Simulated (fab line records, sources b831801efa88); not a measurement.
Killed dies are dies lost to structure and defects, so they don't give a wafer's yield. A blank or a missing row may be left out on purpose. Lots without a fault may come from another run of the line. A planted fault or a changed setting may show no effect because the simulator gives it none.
Problem report in the 8D (eight disciplines) form, filled by code | flow gf180mcu | the parts of the form that need people (team, actions taken, sign-off) are left out

1. THE PROBLEM
HV_LDD_TW at GF_HV_LDD_TW_MEAS_11 reads a mean of 2815 on 6 wafers of 2 lots; wafers without a fault read 2443 with a standard deviation of 21. That is +18 standard deviations from the usual mean.
First seen on wafer L217.3, day 12 08:25, on film_metro-01. The record holds 36 wafers of 12 lots with a number at this step. Rule for "out", or "out of limits": more than 4 standard deviations from the usual mean. The other wafers with a number count as sound.

2. WHAT IT IS AND WHAT IT IS NOT
question                    | is                           | is not
which readings at this step | HV_LDD_TW                    | -
which lots                  | L217, L218                   | L211, L224, L225, L226, L227, L228, L229, L231, L232, L233
which wafers of those lots  | all that have a number       | -
read on which gauges        | film_metro-01, film_metro-04 | film_metro-03
when                        | from day 12 08:25            | up to then (3 sound wafers); but 27 sound wafers of L224, L225, L226, L227, L228, L229, L231, L232, L233 came after

3. SUSPECTS, AND WHAT RULES EACH OUT
Counting: a tool at a process step up to the reading stays a suspect if it ran every lot that is out and no sound lot after the first of them.
- the gauge at GF_HV_LDD_TW_MEAS_11: ruled out. The wafers that are out were read on 2 gauges (film_metro-01, film_metro-04).
- implanter-01 at GF_HV_LDD_IMPLANT_09: ruled out as a lasting fault. Sound lots L226, L228, L229, L231, L232 ran on it after its first lot that is out, L217 (day 12 08:12).
Left after counting: nothing in the record.

4. THE CAUSE (what the simulator had put in)
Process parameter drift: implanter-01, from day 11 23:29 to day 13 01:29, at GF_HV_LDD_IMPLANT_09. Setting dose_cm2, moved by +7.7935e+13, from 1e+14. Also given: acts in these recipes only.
Counting ruled it out, wrongly: the rule takes a fault to strike every lot that its tool runs from its start on, and this one did not.

5. THE CHAIN OF EFFECTS, in route order
Each row: a reading whose mean over the struck wafers that have a number lies more than 3 standard deviations from the usual. Only readings for which the record gives a usual standard deviation are gone through. hours: the time from each lot's start at the first step in this table that gives one to its start at this step, as a median over the lots. sigmas: the change in usual standard deviations.
hours | step                 | reading            | usual        | on struck wafers | change     | sigmas
0     | GF_HV_LDD_IMPLANT_09 | dose_ions_cm2      | 9.998e+13    | 1.779e+14        | +7.793e+13 | +99 or more
0     | GF_HV_LDD_IMPLANT_09 | faraday_current_uA | 564          | 1000             | +436       | +40
0     | GF_HV_LDD_TW_MEAS_11 | HV_LDD_TW          | 2443         | 2815             | +372       | +18
63    | GF_HV_LDD_RS_MEAS_53 | HV_LDD_RS          | 418.7 ohm/sq | 333.9            | -84.8      | -94
The process steps in it:
- GF_HV_LDD_IMPLANT_09
Later measuring or inspecting steps at which every struck wafer that the step has a row for has a number for every such reading, and none has moved that far: GF_HV_LDD_OVL_MEAS_20, GF_M1_THK_MEAS_06.

6. WHAT WOULD HAVE CAUGHT IT SOONER
In this record the first reading out of limits at a measuring or inspecting step was taken at day 12 08:25, 9 hours after the fault began at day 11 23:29.
The tool's own readings at GF_HV_LDD_IMPLANT_09 were out on every struck wafer that the step has a row for (dose_ions_cm2, faraday_current_uA): an alarm limit on them would have fired on the first of those.
